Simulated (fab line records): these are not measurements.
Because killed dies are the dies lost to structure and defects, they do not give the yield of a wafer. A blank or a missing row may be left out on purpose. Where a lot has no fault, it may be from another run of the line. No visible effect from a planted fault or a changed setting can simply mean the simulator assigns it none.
Check for tools in common :: flow gf180mcu :: 11 lots and 33 wafers in the sample

== REASON IT WAS OPENED ==
GF_CONTACT_THK_MEAS_01, reading CONTACT_CVD_00_THK: flagged on 2 of 11 lots. No-fault wafers: 299 nm, standard deviation 3.2.
Rule: flag the lot when none of its wafers has a number, or when each of its wafers that has one lies beyond 4 standard deviations from that mean. All remaining lots are regarded as sound.

lot: L699
measured: day 16 05:52
on: film_metro-02
CONTACT_CVD_00_THK (nm), wafer by wafer: 298 298 297
flag: 

lot: L700
measured: day 16 16:29
on: film_metro-02
CONTACT_CVD_00_THK (nm), wafer by wafer: 295 297 294
flag: 

lot: L701
measured: day 16 20:48
on: film_metro-01
CONTACT_CVD_00_THK (nm), wafer by wafer: 304 301 301
flag: 

lot: L705
measured: day 18 02:10
on: film_metro-02
CONTACT_CVD_00_THK (nm), wafer by wafer: 255 258 255
flag: FLAGGED

lot: L707
measured: day 18 20:33
on: film_metro-02
CONTACT_CVD_00_THK (nm), wafer by wafer: 257 257 254
flag: FLAGGED

lot: L713
measured: day 21 05:01
on: film_metro-04
CONTACT_CVD_00_THK (nm), wafer by wafer: 297 302 301
flag: 

lot: L714
measured: day 21 13:01
on: film_metro-01
CONTACT_CVD_00_THK (nm), wafer by wafer: 304 299 303
flag: 

lot: L716
measured: day 22 12:44
on: film_metro-01
CONTACT_CVD_00_THK (nm), wafer by wafer: 305 306 299
flag: 

lot: L717
measured: day 22 16:53
on: film_metro-01
CONTACT_CVD_00_THK (nm), wafer by wafer: 299 302 298
flag: 

lot: L718
measured: day 23 04:28
on: film_metro-04
CONTACT_CVD_00_THK (nm), wafer by wafer: 297 301 298
flag: 

lot: L719
measured: day 23 13:58
on: film_metro-02
CONTACT_CVD_00_THK (nm), wafer by wafer: 298 293 298
flag: 
On average the flagged lots' numbers are 256 nm, which is -43 nm against the usual, or -13 standard deviations.

== EACH LOT AND THE TOOL IT RAN ON ==
Before the reading, the record contains 4 process steps out of a 602-step route. Each cell gives the tool, then ch followed by the chambers the sampled wafers passed through, then the start.
lot: L699
flag: 
GF_PSD_STRIP_10: plasma_asher-04 ch 0,1, day 15 06:50
GF_SAB_STRIP_13: plasma_asher-02 ch 1, day 16 05:04
GF_SALICIDE_SPUTTER_02: pvd_sputter-02, day 16 05:17
GF_CONTACT_CVD_00: hdpcvd-01 ch 0,2, day 16 05:49

lot: L700
flag: 
GF_PSD_STRIP_10: plasma_asher-04 ch 0,1, day 15 17:20
GF_SAB_STRIP_13: plasma_asher-03 ch 0,1, day 16 15:42
GF_SALICIDE_SPUTTER_02: pvd_sputter-01, day 16 15:55
GF_CONTACT_CVD_00: hdpcvd-01 ch 0,1,2, day 16 16:26

lot: L701
flag: 
GF_PSD_STRIP_10: plasma_asher-04 ch 0,1, day 15 21:28
GF_SAB_STRIP_13: plasma_asher-02 ch 0,1, day 16 20:03
GF_SALICIDE_SPUTTER_02: pvd_sputter-02, day 16 20:14
GF_CONTACT_CVD_00: hdpcvd-02 ch 0,1, day 16 20:46

lot: L705
flag: FLAGGED
GF_PSD_STRIP_10: plasma_asher-04 ch 0,1, day 17 02:59
GF_SAB_STRIP_13: plasma_asher-02 ch 0,1, day 18 01:24
GF_SALICIDE_SPUTTER_02: pvd_sputter-03, day 18 01:35
GF_CONTACT_CVD_00: hdpcvd-02 ch 1,2, day 18 02:07

lot: L707
flag: FLAGGED
GF_PSD_STRIP_10: plasma_asher-01 ch 0,1, day 17 21:02
GF_SAB_STRIP_13: plasma_asher-03 ch 0,1, day 18 19:47
GF_SALICIDE_SPUTTER_02: pvd_sputter-02, day 18 19:59
GF_CONTACT_CVD_00: hdpcvd-02 ch 1,2, day 18 20:31

lot: L713
flag: 
GF_PSD_STRIP_10: plasma_asher-01 ch 0,1, day 20 03:23
GF_SAB_STRIP_13: plasma_asher-04 ch 0,1, day 21 04:15
GF_SALICIDE_SPUTTER_02: pvd_sputter-03, day 21 04:26
GF_CONTACT_CVD_00: hdpcvd-01 ch 0,2, day 21 04:58

lot: L714
flag: 
GF_PSD_STRIP_10: plasma_asher-03 ch 0,1, day 20 11:24
GF_SAB_STRIP_13: plasma_asher-02 ch 0,1, day 21 12:17
GF_SALICIDE_SPUTTER_02: pvd_sputter-01, day 21 12:26
GF_CONTACT_CVD_00: hdpcvd-01 ch 1,2, day 21 12:58

lot: L716
flag: 
GF_PSD_STRIP_10: plasma_asher-03 ch 1, day 21 11:47
GF_SAB_STRIP_13: plasma_asher-03 ch 0,1, day 22 11:58
GF_SALICIDE_SPUTTER_02: pvd_sputter-02, day 22 12:08
GF_CONTACT_CVD_00: hdpcvd-02 ch 1,2, day 22 12:41

lot: L717
flag: 
GF_PSD_STRIP_10: plasma_asher-01 ch 0,1, day 21 15:53
GF_SAB_STRIP_13: plasma_asher-03 ch 0,1, day 22 16:08
GF_SALICIDE_SPUTTER_02: pvd_sputter-03, day 22 16:17
GF_CONTACT_CVD_00: hdpcvd-02 ch 0,1,2, day 22 16:49

lot: L718
flag: 
GF_PSD_STRIP_10: plasma_asher-01 ch 0,1, day 22 03:59
GF_SAB_STRIP_13: plasma_asher-02 ch 0, day 23 03:40
GF_SALICIDE_SPUTTER_02: pvd_sputter-03, day 23 03:50
GF_CONTACT_CVD_00: hdpcvd-02 ch 1,2, day 23 04:25

lot: L719
flag: 
GF_PSD_STRIP_10: plasma_asher-01 ch 0,1, day 22 13:55
GF_SAB_STRIP_13: plasma_asher-02 ch 0,1, day 23 13:14
GF_SALICIDE_SPUTTER_02: pvd_sputter-01, day 23 13:23
GF_CONTACT_CVD_00: hdpcvd-02 ch 0,2, day 23 13:55
What is done by these steps:
- GF_PSD_STRIP_10: strips in O2/N2.
- GF_SAB_STRIP_13: strips in O2/N2.
- GF_SALICIDE_SPUTTER_02: material Co, target thk 10 nm, time 20 s.
- GF_CONTACT_CVD_00: deposits SiO2, target thk 300 nm, time 50 s.
- GF_CONTACT_THK_MEAS_01

== FLAGGED OVER TOTAL, TOOL BY TOOL (the gauges that took the reading come last) ==
step: GF_PSD_STRIP_10
tool: plasma_asher-01
lots run: 5
flagged: 1
share of the flagged lots: some
sound lots run after its first flagged lot: 4 (L713,L717,L718,L719)

step: GF_PSD_STRIP_10
tool: plasma_asher-03
lots run: 2
flagged: 0
share of the flagged lots: none
sound lots run after its first flagged lot: -

step: GF_PSD_STRIP_10
tool: plasma_asher-04
lots run: 4
flagged: 1
share of the flagged lots: some
sound lots run after its first flagged lot: 0

step: GF_SAB_STRIP_13
tool: plasma_asher-02
lots run: 6
flagged: 1
share of the flagged lots: some
sound lots run after its first flagged lot: 3 (L714,L718,L719)

step: GF_SAB_STRIP_13
tool: plasma_asher-03
lots run: 4
flagged: 1
share of the flagged lots: some
sound lots run after its first flagged lot: 2 (L716,L717)

step: GF_SAB_STRIP_13
tool: plasma_asher-04
lots run: 1
flagged: 0
share of the flagged lots: none
sound lots run after its first flagged lot: -

step: GF_SALICIDE_SPUTTER_02
tool: pvd_sputter-01
lots run: 3
flagged: 0
share of the flagged lots: none
sound lots run after its first flagged lot: -

step: GF_SALICIDE_SPUTTER_02
tool: pvd_sputter-02
lots run: 4
flagged: 1
share of the flagged lots: some
sound lots run after its first flagged lot: 1 (L716)

step: GF_SALICIDE_SPUTTER_02
tool: pvd_sputter-03
lots run: 4
flagged: 1
share of the flagged lots: some
sound lots run after its first flagged lot: 3 (L713,L717,L718)

step: GF_CONTACT_CVD_00
tool: hdpcvd-01
lots run: 4
flagged: 0
share of the flagged lots: none
sound lots run after its first flagged lot: -

step: GF_CONTACT_CVD_00
tool: hdpcvd-02
lots run: 7
flagged: 2
share of the flagged lots: all
sound lots run after its first flagged lot: 4 (L716,L717,L718,L719)

step: GF_CONTACT_THK_MEAS_01
tool: film_metro-01
lots run: 4
flagged: 0
share of the flagged lots: none
sound lots run after its first flagged lot: -

step: GF_CONTACT_THK_MEAS_01
tool: film_metro-02
lots run: 5
flagged: 2
share of the flagged lots: all
sound lots run after its first flagged lot: 1 (L719)

step: GF_CONTACT_THK_MEAS_01
tool: film_metro-04
lots run: 2
flagged: 0
share of the flagged lots: none
sound lots run after its first flagged lot: -

== THE TABLE: WHAT IT ALLOWS ==
Table rows that saw every flagged lot: 2, namely hdpcvd-02 at GF_CONTACT_CVD_00 and film_metro-02 at GF_CONTACT_THK_MEAS_01.
- hdpcvd-02 at GF_CONTACT_CVD_00 ran 7 lots, 2 of them flagged. Lots that were sound ran on it after the first flagged one (L716, L717, L718, L719); a persistent fault on the entire tool would not allow that. Its own readings lie more than 4 standard deviations out on every wafer of the flagged lots: sih4_flow_sccm.
- film_metro-02 at GF_CONTACT_THK_MEAS_01 ran 5 lots, 2 of them flagged. Lots that were sound ran on it after the first flagged one (L719); a persistent fault on the entire tool would not allow that.
None of the table's rows ran every flagged lot and, after the first, no sound lot.

== WHAT THE SIMULATOR HAD INSERTED ==
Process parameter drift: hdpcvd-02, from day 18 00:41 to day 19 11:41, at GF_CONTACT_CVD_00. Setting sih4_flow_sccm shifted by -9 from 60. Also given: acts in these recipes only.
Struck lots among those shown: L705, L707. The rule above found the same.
